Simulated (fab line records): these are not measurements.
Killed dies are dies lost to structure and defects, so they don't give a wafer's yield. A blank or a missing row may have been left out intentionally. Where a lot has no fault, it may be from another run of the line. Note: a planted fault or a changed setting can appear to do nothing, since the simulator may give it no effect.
fab line records	flow gf180mcu
record lots=24	wafers=72	last_day=34
route steps=602 shown V1@350 M3@415 V3@432 V5@544 PASSIVATION@599
lots with no fault: from the same line, run without faults
start_h: the number of hours between the record's first day and the start of the first shown wafer of the lot	wait_h: time in hours since the lot's previous step	" unchanged from the row above	L1.1+2: one row covering several wafers at once	- no value present, or no start provided	* or withheld: withheld	< > ~ a bound
route shown NAME@n: names a module that has steps shown in the file, with the first one's number in the route	usual: the fault-free wafers' mean and standard deviation	same: alike in all rows	chamber/n: place in a boat	sites: readings site by site	_std_site: the standard deviation of these	_edge_site: outer sites' mean less inner sites'	radius_mm: how far each site lies from the wafer's centre	mask NAME#n: copy n	behind: tool/chamber where the wafer was last shaped	hold: what put the lot on hold/how long, in hours/how the hold closed	device: the n, p or np transistor that did not switch	end of line: the tests these same wafers got at the end of their route	a step without rows: its recipe alone	killed: at the first sort, the dies lost to defects and structure; wafer yield is something else	map: a wafer's dies, marking killed ones x, the rest . and places with no die _
set.NAME: setting as actually run; set.NAME@STEP: the setting as run at that earlier step	model.NAME: the simulator's own value behind a step, which no gauge read
the route's steps for a sample of lots (tables are steps, rows are wafers)
services: the hour from which a tool's chamber was out of use, counted from the record's first day as start_h (under 0 if before that day), plus the number of hours and why
## steps
# step GF_V1_OVL_MEAS_15
# usual V1_OVL=-1/6.6
lot.wafer	tool	chamber	start_h	wait_h	V1_OVL[nm]
L074.2	overlay-01	-	402.07	0.1	-3
L074.3	"	-	"	"	8
L074.5	"	-	"	"	8
L075.2	overlay-02	-	407.53	0.1	-9
L075.4	"	-	"	"	-8
L075.6	"	-	"	"	-9
L076.1	overlay-02	-	428.66	0.1	4
L076.3	"	-	"	"	1
L076.4	"	-	"	"	-5
L077.4	overlay-02	-	431.53	0.1	3
L077.5	"	-	"	"	-4
L077.6	"	-	"	"	0
L078.3	overlay-01	-	448.07	0.1	-5
L078.4	"	-	"	"	1
L078.6	"	-	"	"	1
L080.3	overlay-02	-	463.37	0.1	-6
L080.5	"	-	"	"	-4
L080.6	"	-	"	"	-11
L079.1	overlay-01	-	463.81	0.1	0
L079.4	"	-	"	"	0
L079.6	"	-	"	"	5
L081.1	overlay-01	-	481.57	0.1	-1
L081.3	"	-	"	"	-14
L081.5	"	-	"	"	-4
L082.3	overlay-01	-	488.22	0.1	2
L082.4	"	-	"	"	1
L082.5	"	-	"	"	-6
L083.2	overlay-01	-	510.17	0.1	-1
L083.4	"	-	"	"	1
L083.5	"	-	"	"	2
L085.4	overlay-01	-	512.73	0.1	6
L085.5	"	-	"	"	-5
L085.6	"	-	"	"	8
L084.2	overlay-01	-	518.42	0.1	8
L084.5	"	-	"	"	11
L084.6	"	-	"	"	0
L086.1	overlay-01	-	532.11	0.1	9
L086.3	"	-	"	"	-1
L086.4	"	-	"	"	4
L087.2	overlay-01	-	532.77	0.1	12
L087.4	"	-	"	"	8
L087.6	"	-	"	"	8
L088.2	overlay-01	-	544.36	0.1	-5
L088.5	"	-	"	"	-1
L088.6	"	-	"	"	-4
L089.3	overlay-02	-	548.87	0.1	1
L089.4	"	-	"	"	-6
L089.6	"	-	"	"	-10
L090.2	overlay-02	-	560.37	0.1	-16
L090.3	"	-	"	"	-7
L090.5	"	-	"	"	-8
L092.1	overlay-01	-	563.46	0.1	-2
L092.2	"	-	"	"	-11
L092.6	"	-	"	"	-14
L091.1	overlay-01	-	565.37	0.1	-4
L091.2	"	-	"	"	-7
L091.4	"	-	"	"	-4
L093.4	overlay-02	-	576.03	0.1	3
L093.5	"	-	"	"	4
L093.6	"	-	"	"	4
L094.2	overlay-02	-	584.51	0.1	-9
L094.3	"	-	"	"	-12
L094.4	"	-	"	"	-14
L095.2	overlay-01	-	596.47	0.1	3
L095.4	"	-	"	"	5
L095.5	"	-	"	"	-6
L096.2	overlay-01	-	599.77	0.1	1
L096.3	"	-	"	"	-7
L096.5	"	-	"	"	-8
L097.3	overlay-01	-	609.87	0.1	-10
L097.4	"	-	"	"	8
L097.5	"	-	"	"	-2
# step GF_M3_THK_MEAS_06
# recipe thk_meas_gauge=xrf	reads=AlCu_of_M3_SPUTTER_02
# usual M3_ALCU_THK=452/7.7
lot.wafer	tool	chamber	start_h	wait_h	M3_ALCU_THK[nm]
L074.2	film_metro-01	-	454.64	0.1	459
L074.3	"	-	"	"	459
L074.5	"	-	"	"	458
L075.2	film_metro-01	-	460.89	0.1	456
L075.4	"	-	"	"	466
L075.6	"	-	"	"	459
L076.1	film_metro-01	-	482.13	0.1	445
L076.3	"	-	"	"	439
L076.4	"	-	"	"	445
L077.4	film_metro-04	-	484.96	0.1	441
L077.5	"	-	"	"	438
L077.6	"	-	"	"	442
L078.3	film_metro-04	-	499.55	0.1	451
L078.4	"	-	"	"	456
L078.6	"	-	"	"	449
L080.3	film_metro-04	-	515.90	0.1	448
L080.5	"	-	"	"	444
L080.6	"	-	"	"	443
L079.1	film_metro-04	-	516.82	0.1	455
L079.4	"	-	"	"	454
L079.6	"	-	"	"	458
L081.1	film_metro-01	-	533.38	0.1	466
L081.3	"	-	"	"	465
L081.5	"	-	"	"	464
L082.3	film_metro-03	-	539.50	0.1	442
L082.4	"	-	"	"	441
L082.5	"	-	"	"	442
L083.2	film_metro-03	-	561.14	0.1	449
L083.4	"	-	"	"	445
L083.5	"	-	"	"	448
L085.4	film_metro-03	-	562.74	0.1	457
L085.5	"	-	"	"	457
L085.6	"	-	"	"	458
L084.2	film_metro-03	-	569.86	0.1	439
L084.5	"	-	"	"	443
L084.6	"	-	"	"	446
L086.1	film_metro-04	-	582.68	0.1	448
L086.3	"	-	"	"	451
L086.4	"	-	"	"	443
L087.2	film_metro-04	-	583.23	0.1	458
L087.4	"	-	"	"	456
L087.6	"	-	"	"	456
L088.2	film_metro-04	-	593.15	0.1	454
L088.5	"	-	"	"	453
L088.6	"	-	"	"	454
L089.3	film_metro-01	-	596.27	0.1	452
L089.4	"	-	"	"	457
L089.6	"	-	"	"	454
L090.2	film_metro-04	-	607.70	0.1	452
L090.3	"	-	"	"	449
L090.5	"	-	"	"	446
L092.1	film_metro-01	-	611.45	0.1	459
L092.2	"	-	"	"	458
L092.6	"	-	"	"	458
L091.1	film_metro-04	-	613.17	0.1	451
L091.2	"	-	"	"	448
L091.4	"	-	"	"	457
L093.4	film_metro-01	-	622.80	0.1	469
L093.5	"	-	"	"	467
L093.6	"	-	"	"	471
L094.2	film_metro-01	-	630.26	0.1	453
L094.3	"	-	"	"	448
L094.4	"	-	"	"	445
L095.2	film_metro-04	-	642.68	0.1	441
L095.4	"	-	"	"	446
L095.5	"	-	"	"	438
L096.2	film_metro-01	-	645.27	0.1	462
L096.3	"	-	"	"	457
L096.5	"	-	"	"	462
L097.3	film_metro-04	-	654.34	0.1	450
L097.4	"	-	"	"	453
L097.5	"	-	"	"	454
# step GF_V3_THK_MEAS_03
# recipe reads=SiO2_of_V3_CVD_02
# usual V3_CVD_02_THK=855/11
lot.wafer	tool	chamber	start_h	wait_h	V3_CVD_02_THK[nm]
L074.2	film_metro-02	-	479.55	0.0	848
L074.3	"	-	"	"	827
L074.5	"	-	"	"	862
L075.2	film_metro-02	-	486.29	0.0	844
L075.4	"	-	"	"	851
L075.6	"	-	"	"	853
L076.1	film_metro-01	-	506.50	0.0	850
L076.3	"	-	"	"	842
L076.4	"	-	"	"	850
L077.4	film_metro-01	-	509.71	0.0	859
L077.5	"	-	"	"	871
L077.6	"	-	"	"	852
L078.3	film_metro-02	-	523.96	0.1	851
L078.4	"	-	"	"	855
L078.6	"	-	"	"	856
L080.3	film_metro-01	-	539.26	0.1	859
L080.5	"	-	"	"	858
L080.6	"	-	"	"	865
L079.1	film_metro-04	-	540.23	0.0	861
L079.4	"	-	"	"	870
L079.6	"	-	"	"	865
L081.1	film_metro-04	-	557.15	0.0	849
L081.3	"	-	"	"	827
L081.5	"	-	"	"	851
L082.3	film_metro-01	-	563.10	0.1	851
L082.4	"	-	"	"	845
L082.5	"	-	"	"	851
L083.2	film_metro-02	-	583.79	0.0	861
L083.4	"	-	"	"	881
L083.5	"	-	"	"	862
L085.4	film_metro-02	-	585.36	0.0	872
L085.5	"	-	"	"	858
L085.6	"	-	"	"	862
L084.2	film_metro-04	-	592.65	0.0	864
L084.5	"	-	"	"	862
L084.6	"	-	"	"	867
L086.1	film_metro-04	-	604.29	0.0	850
L086.3	"	-	"	"	852
L086.4	"	-	"	"	864
L087.2	film_metro-04	-	605.10	0.0	864
L087.4	"	-	"	"	867
L087.6	"	-	"	"	875
L088.2	film_metro-01	-	614.64	0.0	858
L088.5	"	-	"	"	852
L088.6	"	-	"	"	861
L089.3	film_metro-02	-	618.01	0.1	851
L089.4	"	-	"	"	861
L089.6	"	-	"	"	864
L090.2	film_metro-04	-	628.42	0.0	835
L090.3	"	-	"	"	846
L090.5	"	-	"	"	858
L092.1	film_metro-04	-	632.74	0.0	829
L092.2	"	-	"	"	846
L092.6	"	-	"	"	854
L091.1	film_metro-02	-	634.48	0.0	854
L091.2	"	-	"	"	860
L091.4	"	-	"	"	863
L093.4	film_metro-04	-	643.71	0.0	845
L093.5	"	-	"	"	861
L093.6	"	-	"	"	877
L094.2	film_metro-04	-	651.04	0.0	847
L094.3	"	-	"	"	860
L094.4	"	-	"	"	873
L095.2	film_metro-02	-	662.84	0.0	847
L095.4	"	-	"	"	874
L095.5	"	-	"	"	864
L096.2	film_metro-04	-	665.50	0.0	852
L096.3	"	-	"	"	860
L096.5	"	-	"	"	882
L097.3	film_metro-04	-	674.65	0.1	852
L097.4	"	-	"	"	853
L097.5	"	-	"	"	859
# step GF_V3_CD_MEAS_14
# recipe target_cd_nm=260
# usual cd_nm=259.6/1.2
lot.wafer	tool	chamber	start_h	wait_h	cd_nm
L074.2	cd_sem-02	-	503.51	0.1	260.1
L074.3	"	-	"	"	261.0
L074.5	"	-	"	"	261.1
L075.2	cd_sem-01	-	509.86	0.1	261.0
L075.4	"	-	"	"	259.8
L075.6	"	-	"	"	259.8
L076.1	cd_sem-01	-	529.84	0.1	259.0
L076.3	"	-	"	"	259.1
L076.4	"	-	"	"	257.9
L077.4	cd_sem-01	-	533.70	0.1	259.5
L077.5	"	-	"	"	260.3
L077.6	"	-	"	"	260.7
L078.3	cd_sem-01	-	546.83	0.1	259.3
L078.4	"	-	"	"	259.5
L078.6	"	-	"	"	259.3
L080.3	cd_sem-02	-	562.43	0.1	257.9
L080.5	"	-	"	"	258.4
L080.6	"	-	"	"	258.7
L079.1	cd_sem-01	-	563.55	0.1	262.0
L079.4	"	-	"	"	261.5
L079.6	"	-	"	"	262.1
L081.1	cd_sem-01	-	579.59	0.1	261.7
L081.3	"	-	"	"	261.2
L081.5	"	-	"	"	260.0
L082.3	cd_sem-01	-	585.19	0.1	258.4
L082.4	"	-	"	"	259.2
L082.5	"	-	"	"	259.3
L083.2	cd_sem-01	-	605.41	0.1	260.8
L083.4	"	-	"	"	260.6
L083.5	"	-	"	"	259.9
L085.4	cd_sem-01	-	606.21	0.1	258.9
L085.5	"	-	"	"	258.9
L085.6	"	-	"	"	258.0
L084.2	cd_sem-01	-	614.22	0.1	260.9
L084.5	"	-	"	"	260.2
L084.6	"	-	"	"	261.1
L086.1	cd_sem-01	-	625.64	0.1	258.4
L086.3	"	-	"	"	259.0
L086.4	"	-	"	"	258.7
L087.2	cd_sem-02	-	626.12	0.1	258.6
L087.4	"	-	"	"	258.6
L087.6	"	-	"	"	260.0
L088.2	cd_sem-01	-	634.83	0.2	261.4
L088.5	"	-	"	"	261.7
L088.6	"	-	"	"	260.7
L089.3	cd_sem-01	-	638.13	0.1	260.5
L089.4	"	-	"	"	259.5
L089.6	"	-	"	"	258.6
L090.2	cd_sem-02	-	648.41	0.1	257.4
L090.3	"	-	"	"	258.3
L090.5	"	-	"	"	258.0
L092.1	cd_sem-01	-	653.19	0.1	260.0
L092.2	"	-	"	"	259.6
L092.6	"	-	"	"	259.1
L091.1	cd_sem-02	-	654.44	0.1	261.1
L091.2	"	-	"	"	259.1
L091.4	"	-	"	"	259.4
L093.4	cd_sem-01	-	663.15	0.1	258.0
L093.5	"	-	"	"	257.7
L093.6	"	-	"	"	258.6
L094.2	cd_sem-02	-	670.96	0.1	258.7
L094.3	"	-	"	"	257.9
L094.4	"	-	"	"	258.7
L095.2	cd_sem-01	-	681.81	0.1	259.0
L095.4	"	-	"	"	259.5
L095.5	"	-	"	"	259.6
L096.2	cd_sem-02	-	685.17	0.1	259.0
L096.3	"	-	"	"	258.1
L096.5	"	-	"	"	258.0
L097.3	cd_sem-01	-	693.73	0.1	259.3
L097.4	"	-	"	"	259.8
L097.5	"	-	"	"	259.4
# step GF_V5_CMP_04
# recipe material=SiO2	down_force_psi=4	platen_rpm=60	pad_velocity_m_s=0.94248
# usual edge_zone_pressure_frac=1.000/0.0051	motor_current_A=12.4/1.1
lot.wafer	tool	chamber	start_h	wait_h	edge_zone_pressure_frac	motor_current_A
L074.3	cmp-01	3	600.11	0.0	0.997	11.1
L074.2	"	0	"	"	0.997	13.2
L074.5	"	3	"	"	1.002	10.5
L075.4	cmp-02	1	605.07	0.0	0.995	11.5
L075.2	"	2	"	"	0.995	12.3
L075.6	"	1	"	"	0.990	11.5
L076.1	cmp-01	0	623.71	0.1	0.989	12.7
L076.4	"	1	"	"	1.004	12.0
L076.3	"	3	"	"	1.003	10.9
L077.4	cmp-02	1	626.84	0.1	1.001	10.9
L077.6	"	3	"	"	0.999	13.9
L077.5	"	0	"	"	1.001	13.3
L078.3	cmp-01	2	636.88	0.1	0.992	12.6
L078.4	"	3	"	"	0.993	10.5
L078.6	"	1	"	"	0.989	11.6
L080.3	cmp-02	0	651.97	0.2	0.994	13.4
L080.5	"	1	"	"	1.002	11.4
L080.6	"	2	"	"	0.995	12.0
L079.1	cmp-02	1	653.34	0.1	1.006	10.9
L079.4	"	3	"	"	1.000	13.8
L079.6	"	1	"	"	1.004	11.4
L081.3	cmp-01	2	667.60	0.9	0.989	12.5
L081.1	"	0	"	"	0.998	13.0
L081.5	"	3	"	"	1.005	10.4
L082.3	cmp-02	0	672.57	0.2	1.010	13.6
L082.4	"	2	"	"	0.991	13.1
L082.5	"	3	"	"	0.993	14.4
L083.2	cmp-01	2	691.20	0.1	1.001	13.0
L083.4	"	3	"	"	0.999	10.6
L083.5	"	0	"	"	0.994	13.3
L085.4	cmp-02	2	691.41	0.0	1.003	11.5
L085.5	"	2	"	"	0.998	12.4
L085.6	"	3	"	"	1.000	14.4
L084.2	cmp-01	3	697.93	0.1	1.006	10.2
L084.6	"	2	"	"	1.005	12.3
L084.5	"	3	"	"	0.997	10.9
L087.2	cmp-01	0	708.84	0.1	1.001	12.7
L087.4	"	1	"	"	0.997	11.2
L087.6	"	3	"	"	1.003	10.3
L086.3	cmp-02	3	709.59	0.0	0.997	14.2
L086.1	"	0	"	"	0.994	13.5
L086.4	"	1	"	"	0.999	11.5
L088.2	cmp-02	2	717.36	0.2	1.000	12.1
L088.6	"	3	"	"	1.003	13.7
L088.5	"	0	"	"	0.989	13.2
L089.4	cmp-01	2	720.09	0.1	0.994	13.0
L089.3	"	1	"	"	1.004	11.8
L089.6	"	2	"	"	0.995	12.8
L090.3	cmp-01	3	740.37	0.0	1.004	10.8
L090.2	"	1	"	"	1.005	11.2
L090.5	"	0	"	"	1.006	12.9
L092.1	cmp-01	0	741.97	0.2	1.001	12.9
L092.2	"	1	"	"	0.997	11.6
L092.6	"	3	"	"	0.995	11.1
L091.4	cmp-02	3	742.07	0.1	1.002	13.6
L091.1	"	0	"	"	0.994	13.9
L091.2	"	1	"	"	0.996	11.5
L094.3	cmp-02	0	748.49	3.1	1.001	13.0
L094.4	"	1	"	"	1.001	11.0
L094.2	"	2	"	"	0.995	12.2
L095.2	cmp-02	1	748.79	3.4	1.006	11.6
L095.4	"	3	"	"	0.999	13.5
L095.5	"	1	"	"	1.007	11.5
L093.4	cmp-02	3	749.14	3.6	1.012	13.4
L093.5	"	2	"	"	0.999	12.3
L093.6	"	3	"	"	1.005	13.7
L096.3	cmp-02	0	749.49	3.8	0.999	13.4
L096.2	"	1	"	"	1.012	11.5
L096.5	"	2	"	"	0.999	12.2
L097.4	cmp-01	0	778.50	0.1	0.995	13.3
L097.3	"	1	"	"	0.997	11.4
L097.5	"	0	"	"	0.999	13.2
# step GF_PASSIVATION_STRIP_12
# recipe chemistry=O2/N2	power_w=1400	pressure_mtorr=1464	platen_temp_c=250	o2_flow_sccm=3000	n2_flow_sccm=300	overash_fraction=0.5
# usual drypump_motor_current_A=5.6/0.34	heater_power_w=315/17	o2_flow_sccm=3001/8.7	oes_product_au=0.716/0.0043	strip_time_to_endpoint_s=34.9/0.31
lot.wafer	tool	chamber	start_h	wait_h	drypump_motor_current_A	heater_power_w	o2_flow_sccm	oes_product_au	rf_hours_counter_h	strip_time_to_endpoint_s
L074.2	plasma_asher-04	0	662.58	0.1	5.5	302	2993	0.713	55	35.1
L074.3	"	1	"	"	5.4	314	2998	0.716	-	35.2
L074.5	"	1	"	"	5.5	316	3008	0.717	-	34.6
L075.2	plasma_asher-02	0	667.31	0.1	5.7	314	3034	0.719	105	35.2
L075.4	"	1	"	"	6.4	310	3020	0.707	-	34.5
L075.6	"	0	"	"	5.7	305	3017	0.726	-	35.2
L076.1	plasma_asher-01	0	684.38	0.1	5.7	313	3004	0.719	25	35.5
L076.3	"	1	"	"	5.3	346	2998	0.716	-	35.1
L076.4	"	0	"	"	5.7	309	2999	0.718	-	34.6
L077.4	plasma_asher-04	0	688.51	0.2	5.5	311	2994	0.717	-	35.6
L077.5	"	0	"	"	5.6	309	3010	0.716	-	35.3
L077.6	"	1	"	"	5.4	314	3007	0.718	-	35.3
L078.3	plasma_asher-04	1	697.29	0.2	5.4	310	3007	0.726	-	35.3
L078.4	"	0	"	"	5.5	310	2997	0.714	-	35.0
L078.6	"	0	"	"	5.5	308	2990	0.713	-	35.2
L080.3	plasma_asher-01	0	711.39	0.2	5.7	304	2995	0.719	-	34.7
L080.5	"	1	"	"	5.3	347	2998	0.717	-	34.7
L080.6	"	0	"	"	5.7	312	3007	0.722	-	34.8
L079.1	plasma_asher-02	0	712.91	0.1	5.7	312	2989	0.718	109	34.4
L079.4	"	0	"	"	5.7	322	2987	0.716	-	35.1
L079.6	"	1	"	"	6.5	303	2984	0.718	-	35.0
L081.1	plasma_asher-01	1	726.16	0.1	5.3	353	2995	0.711	29	34.4
L081.3	"	1	"	"	5.3	361	3003	0.712	-	35.4
L081.5	"	1	"	"	5.3	344	3009	0.714	-	35.0
L082.3	plasma_asher-02	1	730.01	0.2	6.5	306	2995	0.714	-	34.6
L082.4	"	0	"	"	5.7	309	3001	0.716	-	34.7
L082.5	"	1	"	"	6.4	299	3000	0.712	-	34.4
L085.4	plasma_asher-02	0	747.88	0.2	5.7	329	3001	0.711	-	35.2
L085.5	"	1	"	"	6.5	291	3007	0.717	-	35.1
L085.6	"	0	"	"	5.7	320	3009	0.719	-	35.3
L083.2	plasma_asher-01	0	748.35	0.1	5.8	317	2987	0.717	32	34.5
L083.4	"	0	"	"	5.7	310	2996	0.724	-	34.8
L083.5	"	0	"	"	5.7	308	2995	0.722	-	34.9
L084.2	plasma_asher-04	0	757.15	0.1	5.5	303	2988	0.715	65	34.6
L084.5	"	1	"	"	5.4	321	3016	0.715	-	34.7
L084.6	"	0	"	"	5.5	315	2987	0.718	-	34.7
L087.2	plasma_asher-01	1	764.80	0.1	5.3	335	2999	0.712	34	34.9
L087.4	"	1	"	"	5.4	345	2997	0.716	-	35.2
L087.6	"	0	"	"	5.7	314	3006	0.706	-	34.9
L086.1	plasma_asher-04	0	765.90	0.1	5.5	310	3015	0.719	66	34.7
L086.3	"	0	"	"	5.5	308	3012	0.716	-	34.6
L086.4	"	1	"	"	5.4	317	2996	0.716	-	34.8
L089.3	plasma_asher-02	1	775.28	0.2	6.5	285	3001	0.724	-	34.8
L089.4	"	0	"	"	5.7	328	3006	0.722	-	34.6
L089.6	"	1	"	"	6.5	285	2991	0.714	-	34.8
L088.2	plasma_asher-04	0	776.85	0.1	5.5	308	2991	0.715	67	35.0
L088.5	"	1	"	"	5.4	306	3004	0.721	-	34.9
L088.6	"	0	"	"	5.5	314	2994	0.713	-	34.5
L090.2	plasma_asher-04	0	785.45	0.1	5.5	295	3000	0.716	69	35.4
L090.3	"	0	"	"	5.5	308	2999	0.718	-	34.6
L090.5	"	0	"	"	5.5	307	3006	0.712	-	35.2
L092.1	plasma_asher-04	1	788.55	0.1	5.4	319	3011	0.710	69	34.7
L092.2	"	0	"	"	5.5	306	3014	0.717	69	35.3
L092.6	"	0	"	"	5.5	312	2999	0.714	-	34.7
L091.1	plasma_asher-04	0	790.05	0.1	5.5	316	3009	0.713	69	35.0
L091.2	"	1	"	"	5.4	309	3011	0.724	69	35.0
L091.4	"	0	"	"	5.5	305	3004	0.706	-	34.6
L094.2	plasma_asher-01	0	799.05	0.1	5.8	305	3002	0.706	38	35.2
L094.3	"	1	"	"	5.3	342	2993	0.715	-	35.2
L094.4	"	0	"	"	5.7	306	2999	0.720	-	35.3
L095.2	plasma_asher-04	1	799.45	0.1	5.5	311	3006	0.720	70	35.1
L095.4	"	0	"	"	5.5	306	3010	0.719	-	35.4
L095.5	"	1	"	"	5.4	318	2989	0.719	-	34.9
L093.4	plasma_asher-01	0	799.58	0.2	5.7	306	3002	0.716	-	35.0
L093.5	"	0	"	"	5.7	309	2998	0.718	-	34.7
L093.6	"	1	"	"	5.3	354	3011	0.726	-	34.6
L096.2	plasma_asher-04	0	800.15	0.1	5.5	301	2986	0.717	70	34.5
L096.3	"	0	"	"	5.5	304	2995	0.721	-	35.3
L096.5	"	1	"	"	5.4	317	3003	0.708	-	34.3
L097.3	plasma_asher-02	0	824.78	0.2	5.7	329	3005	0.717	-	35.2
L097.4	"	1	"	"	6.5	289	2999	0.715	-	35.2
L097.5	"	0	"	"	5.7	318	3006	0.716	-	34.0
## services
tool	chamber	start_h	hours	kind
cmp-01	-	576.16	-	consumable_replace:conditioner
cmp-01	-	576.16	-	consumable_replace:pad
cmp-02	-	576.16	8.2	pm
cmp-02	-	596.35	0.3	repair
cmp-02	-	659.28	11.0	repair
cmp-02	-	659.65	1.3	repair
cmp-02	-	697.31	1.0	repair
cmp-01	-	710.37	1.0	repair
cmp-02	-	728.00	0.9	repair
plasma_asher-01	-	731.62	1.2	repair
plasma_asher-02	-	733.75	9.0	pm
plasma_asher-02	0	733.75	9.0	vent_cycle
plasma_asher-02	1	733.75	9.0	vent_cycle
cmp-02	-	744.19	4.0	pm
cmp-02	-	748.19	-	consumable_replace:conditioner
cmp-02	-	748.19	-	consumable_replace:pad
cmp-01	-	748.21	4.2	pm
plasma_asher-02	-	748.30	5.5	repair
plasma_asher-01	-	750.88	1.0	repair
cmp-02	-	778.47	7.0	pm
plasma_asher-02	-	784.61	2.8	pm
plasma_asher-02	-	795.51	0.5	repair
cmp-01	-	810.57	15.1	pm
plasma_asher-04	-	817.84	1.4	repair
## key
fault none
